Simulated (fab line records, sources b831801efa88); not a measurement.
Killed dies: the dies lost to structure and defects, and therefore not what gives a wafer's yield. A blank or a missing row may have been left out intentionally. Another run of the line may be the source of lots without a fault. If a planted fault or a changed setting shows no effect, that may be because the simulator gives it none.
Which tool is to blame? ; flow sfq-line ; at 1 step of a route of 325, 15 lots with 45 wafers sampled

== WHAT EACH GAUGE READ, for each wafer ==
The record lacks any reading of a measuring or inspecting step that a usual standard deviation could be used to judge.

== WHICH TOOL RAN EACH LOT (tool, then ch and the chambers of the sampled wafers, then the start) ==
lot;SFQ_TRILAYER_C5_LITHO_EXPOSE_152
L985;krf-scanner-02 ch 0, day 72 09:00
L987;krf-scanner-01 ch 0, day 72 21:05
L988;krf-scanner-01, day 73 07:53
L989;krf-scanner-01, day 73 12:29
L990;krf-scanner-01, day 74 00:29
L991;krf-scanner-01 ch 0, day 74 04:05
L992;krf-scanner-01 ch 0, day 74 05:17
L995;krf-scanner-02 ch 0, day 76 12:36
L996;krf-scanner-02 ch 0, day 79 10:54
L997;krf-scanner-02 ch 0, day 79 11:54
L999;krf-scanner-02 ch 0, day 80 00:20
L100;krf-scanner-02 ch 0, day 80 01:44
L101;krf-scanner-02 ch 0, day 80 02:44
L102;krf-scanner-02 ch 0, day 80 03:44
L104;krf-scanner-02 ch 0, day 81 02:49
- SFQ_TRILAYER_C5_LITHO_EXPOSE_152: exposes mask C5, target cd 500 nm.

== WHAT THE TOOLS THEMSELVES READ (means of the sampled wafers that have a number; where no wafer has one, the mark that the record gives instead) ==
SFQ_TRILAYER_C5_LITHO_EXPOSE_152.
lot;tool;exposure-dose-mJ-cm2;focus-offset-nm (nm)
L985;krf-scanner-02;21.299;-0.1
L987;krf-scanner-01;21.276;0.3
L988;krf-scanner-01;-;-
L989;krf-scanner-01;-;-
L990;krf-scanner-01;-;-
L991;krf-scanner-01;21.295;0.1
L992;krf-scanner-01;21.290;-0.1
L995;krf-scanner-02;21.311;-0.0
L996;krf-scanner-02;21.293;-0.2
L997;krf-scanner-02;21.305;-0.1
L999;krf-scanner-02;21.295;0.0
L100;krf-scanner-02;21.321;0.1
L101;krf-scanner-02;21.333;-0.3
L102;krf-scanner-02;21.289;0.2
L104;krf-scanner-02;21.288;0.2

== THE ANSWER, worked out from the rows above alone ==
Rule: the usual values come from the lots themselves. Put in order of their means at a reading, lots are off if they are a third of the lots or fewer, leave a main group of 4 or more, and stand apart from it by a gap of 3 or more times the standard deviation of the main group's means; of several such gaps the widest counts. If all means in a main group match to the digits the tables above print for the reading, that group is not used. A lot without any number at a reading at which 4 lots or more have one is off too. All remaining lots with rows at the step are treated as sound. Order of review: gauges by route order, followed by the tools' own readings, for which a lot's mean as printed above is used. At the first step where some lot is off, the reading lying furthest off is the one used; lots without a number count as furthest.
Off: L988, L989, L990, at SFQ_TRILAYER_C5_LITHO_EXPOSE_152 (exposure-dose-mJ-cm2). Without a number there: L988, L989, L990. For the main group the mean is 21.300 and the standard deviation 0.015.
A tool fits if, at that step or a process step before it, it ran every lot that is off, and no sound lot after the first of them. Not one of the candidates tried fits.

== WHAT THE SIMULATOR HAD PUT IN ==
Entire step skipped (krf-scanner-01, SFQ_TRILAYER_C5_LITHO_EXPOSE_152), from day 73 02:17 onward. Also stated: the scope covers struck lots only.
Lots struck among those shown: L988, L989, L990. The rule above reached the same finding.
